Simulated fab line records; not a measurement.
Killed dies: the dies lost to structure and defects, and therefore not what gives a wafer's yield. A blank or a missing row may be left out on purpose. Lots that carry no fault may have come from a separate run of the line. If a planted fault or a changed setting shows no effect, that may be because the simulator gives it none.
One fault seen from 2 desks | flow sky130 | each desk holds nothing but its own numbers, with what lay behind them at the end

## THE METROLOGY DESK
Lot by lot, what the gauges showed, no matter which tool ran the lot: averages of those sampled wafers that carry a number. A lot is out of limits, marked OUT, if its mean lies more than 4 standard deviations from the usual mean; the brackets give that distance.
Columns: A = CAPM_OVL at SKY_CAPM_OVL_MEAS_12, usual -0.2 nm; B = VIA4_W_THK at SKY_VIA4_THK_MEAS_20, usual 520 nm
lot  | first seen here | A    | B
L356 | day 37 07:44    | -1.0 | 501
L357 | day 37 12:08    | -0.8 | 523
L358 | day 37 14:17    | 1.4  | 516
L359 | day 38 09:02    | -0.8 | 516
L361 | day 39 07:23    | -2.2 | 529
L362 | day 39 09:20    | -1.2 | 526
L366 | day 40 15:43    | -0.7 | 500
L370 | day 41 12:53    | -0.0 | 518
L371 | day 41 18:33    | 0.6  | 511
L372 | day 41 19:50    | -1.6 | 524
L374 | day 42 12:05    | -0.9 | 520
L375 | day 42 21:14    | 2.1  | 531
L377 | day 43 08:26    | -0.1 | 519
This desk's finding: nothing out of limits on any of the 13 lots.

## THE TOOL OWNER'S DESK: plasma_asher-04
The tool's own readings at SKY_VT_ADJUST_PCH_STRIP_09 (strips in O2/N2): means of the sampled wafers that have a number, for each lot that ran on this tool. A lot is out of limits, marked OUT, if its mean lies more than 4 standard deviations from the usual mean; the brackets give that distance.
Columns: A = drypump_motor_current_A at SKY_VT_ADJUST_PCH_STRIP_09, usual 5.6 A; B = oes_product_au at SKY_VT_ADJUST_PCH_STRIP_09, usual 0.722 a.u.; C = strip_time_to_endpoint_s at SKY_VT_ADJUST_PCH_STRIP_09, usual 36.91 s
lot  | first seen here | A   | B     | C
L356 | day 10 05:52    | 6.7 | 0.720 | 36.87
L357 | day 10 14:07    | 6.0 | 0.722 | 36.87
L361 | day 12 03:28    | 5.4 | 0.723 | 37.03
L362 | day 12 08:49    | 5.4 | 0.721 | 36.99
L366 | day 13 14:45    | 6.7 | 0.719 | 36.82
L375 | day 16 09:16    | 6.0 | 0.725 | 37.06
L377 | day 17 00:37    | 6.7 | 0.720 | 36.88
This desk's finding: nothing out of limits on any of the 7 lots.

## BROUGHT TOGETHER
At the metrology desk, nothing out of limits was observed.
The tool owner's desk saw nothing out of limits.

## WHAT THE SIMULATOR HAD PUT IN
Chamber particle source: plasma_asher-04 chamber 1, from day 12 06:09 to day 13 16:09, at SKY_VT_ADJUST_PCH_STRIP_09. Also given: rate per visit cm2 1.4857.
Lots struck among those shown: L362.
